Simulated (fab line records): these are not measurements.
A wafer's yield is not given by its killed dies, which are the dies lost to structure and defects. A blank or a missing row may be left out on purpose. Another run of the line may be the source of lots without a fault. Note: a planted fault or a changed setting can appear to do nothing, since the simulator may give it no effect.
What tool caused it?	flow sky130	18 wafers from 6 lots sampled at 2 of the route's 708 steps

== WHAT THE GAUGES SHOWED, per wafer ==
SKY_PWDE_OVL_MEAS_07.
lot	measured	on	PWDE_OVL (nm)
L622	day 4 07:29	overlay-02	1.3 -0.3 0.1
L624	day 4 10:38	overlay-02	-1.1 -3.9 -3.7
L627	day 5 06:01	overlay-01	-1.9 -3.0 -1.8
L638	day 7 19:19	overlay-01	-1.2 -1.8 1.2
L641	day 8 10:41	overlay-02	-0.4 -1.7 -2.7
L644	day 9 07:47	overlay-02	-3.0 -2.7 -1.9

== TOOL THAT RAN EACH LOT (tool first, then ch and the chambers of the sampled wafers, then the start) ==
lot	SKY_DNWELL_STRIP_08
L622	plasmaAsher-03 ch 0,1, day 3 14:52
L624	plasmaAsher-02 ch 0,1, day 3 16:49
L627	plasmaAsher-03 ch 0,1, day 4 13:50
L638	plasmaAsher-04 ch 0,1, day 6 23:17
L641	plasmaAsher-04 ch 0,1, day 7 14:31
L644	plasmaAsher-02 ch 1, day 8 10:13
- SKY_DNWELL_STRIP_08: strips in O2/N2.

== THE ANSWER, worked out from the rows above alone ==
Rule: the lots themselves supply what counts as usual. The widest of any qualifying gaps counts: lots, ordered by their means at a reading, are off when they make up no more than a third of the lots, leave a main group of 4 or more, and stand apart from it by 3 or more times the standard deviation of that group's means. A main group is skipped when, at the precision printed for the reading in the tables above, its means are all equal. Also off: a lot with no number at a reading for which 4 or more lots have one. Any other lot the step has rows for is counted as sound.
No lot is off on any of the readings shown, so nothing can be concluded from this.

== WHAT WAS PUT IN BY THE SIMULATOR ==
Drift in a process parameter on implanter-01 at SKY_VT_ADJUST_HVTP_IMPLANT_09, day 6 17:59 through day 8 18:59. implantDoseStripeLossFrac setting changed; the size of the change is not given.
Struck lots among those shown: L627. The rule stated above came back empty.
